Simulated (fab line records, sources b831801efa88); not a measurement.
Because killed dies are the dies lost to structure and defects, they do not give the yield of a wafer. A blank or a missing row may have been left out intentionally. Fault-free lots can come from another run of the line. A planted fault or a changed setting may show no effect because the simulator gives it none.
Which tool is to blame?	flow gf180mcu	11 lots, 33 wafers sampled, at 3 steps of a route of 602

## WHAT EACH GAUGE READ, for each wafer
GF_M3_OVL_MEAS_15. Usual: M3_OVL gives -1 nm (standard deviation 5.1).
lot	measured	on	M3_OVL (nm)	flag
L920	day 21 03:32	overlay-02	1 -3 -2	
L922	day 22 05:17	overlay-02	3 -4 -7	
L923	day 22 14:29	overlay-01	1 4 3	
L927	day 24 00:58	overlay-02	2 -5 -4	
L928	day 24 07:41	overlay-02	4 -2 -6	
L932	day 25 13:47	overlay-02	-9 -6 -4	
L935	day 26 13:58	overlay-01	2 2 1	
L936	day 26 18:53	overlay-02	-10 -5 -8	
L939	day 28 00:10	overlay-02	-1 3 -3	
L940	day 28 03:19	overlay-02	0 0 -2	
L942	day 28 09:43	overlay-01	-9 0 -2	

## TOOL THAT RAN EACH LOT (tool first, then ch and the chambers of the sampled wafers, then the start)
lot	GF_M2_STRIP_17	GF_V2_SPUTTER_22
L920	plasma asher-04 ch 0,1, day 19 00:29	pvd sputter-03, day 20 02:35
L922	plasma asher-01 ch 0,1, day 20 03:11	pvd sputter-01, day 21 04:58
L923	plasma asher-04 ch 0,1, day 20 12:26	pvd sputter-04, day 21 14:16
L927	plasma asher-03 ch 1, day 22 01:16	pvd sputter-01, day 23 01:57
L928	plasma asher-04 ch 0, day 22 06:58	pvd sputter-04, day 23 08:16
L932	plasma asher-04 ch 0,1, day 23 14:45	pvd sputter-01, day 24 15:10
L935	plasma asher-03 ch 0,1, day 24 15:14	pvd sputter-01, day 25 15:36
L936	plasma asher-03 ch 0,1, day 24 21:34	pvd sputter-04, day 25 21:39
L939	plasma asher-04 ch 0,1, day 26 04:02	pvd sputter-03, day 27 02:52
L940	plasma asher-04 ch 1, day 26 07:52	pvd sputter-01, day 27 06:28
L942	plasma asher-04 ch 0,1, day 26 14:40	pvd sputter-03, day 27 13:22
- GF_M2_STRIP_17: strips in O2/N2.
- GF_V2_SPUTTER_22: material TiN, target thk 10 nm, time 40 s.

## AS READ BY THE TOOLS THEMSELVES (means over the sampled wafers that have a number; for cases with no such wafer, the mark the record gives instead)
GF_M2_STRIP_17. Usual: drypump motor current A 5.4 A, standard deviation 0.63; heater power w 331 W, standard deviation 39; oes product au 0.538 a.u., standard deviation 0.0056; strip time to endpoint s 7.39 s, standard deviation 0.056.
lot	tool	drypump motor current A (A)	heater power w (W)	oes product au (a.u.)	strip time to endpoint s (s)	flag
L920	plasma asher-04	5.4	314	0.537	7.39	
L922	plasma asher-01	5.7	330	0.534	7.39	
L923	plasma asher-04	5.4	319	0.540	7.40	
L927	plasma asher-03	5.0	353	0.540	7.41	
L928	plasma asher-04	6.5	304	0.533	7.34	
L932	plasma asher-04	5.4	315	0.535	7.40	
L935	plasma asher-03	5.0	341	0.533	7.35	
L936	plasma asher-03	5.0	336	0.538	7.38	
L939	plasma asher-04	6.0	312	0.534	7.38	
L940	plasma asher-04	4.9	322	0.541	7.41	
L942	plasma asher-04	6.0	310	0.541	7.45	

GF_V2_SPUTTER_22. Usual: throttle valve pct reads 29.9 % (standard deviation 0.99).
lot	tool	throttle valve pct (%)	flag
L920	pvd sputter-03	29.9	
L922	pvd sputter-01	30.9	
L923	pvd sputter-04	30.0	
L927	pvd sputter-01	31.4	
L928	pvd sputter-04	29.4	
L932	pvd sputter-01	30.8	
L935	pvd sputter-01	29.8	
L936	pvd sputter-04	29.6	
L939	pvd sputter-03	30.0	
L940	pvd sputter-01	29.3	
L942	pvd sputter-03	30.0	

## THE ANSWER, worked out from the rows above alone
Rule: lot off if the mean of its wafers having a number is beyond 3 standard deviations from the usual mean. Also off: a lot with no number at a reading for which 4 or more lots have one. All remaining lots with rows at the step are treated as sound. Order of review: gauges by route order, followed by the tools' own readings, for which a lot's mean as printed above is used. At the first step where some lot is off, the reading lying furthest off is the one used; lots without a number count as furthest.
No lot is off at any reading shown: from this, nothing can be told.

## WHAT HAD BEEN PUT IN BY THE SIMULATOR
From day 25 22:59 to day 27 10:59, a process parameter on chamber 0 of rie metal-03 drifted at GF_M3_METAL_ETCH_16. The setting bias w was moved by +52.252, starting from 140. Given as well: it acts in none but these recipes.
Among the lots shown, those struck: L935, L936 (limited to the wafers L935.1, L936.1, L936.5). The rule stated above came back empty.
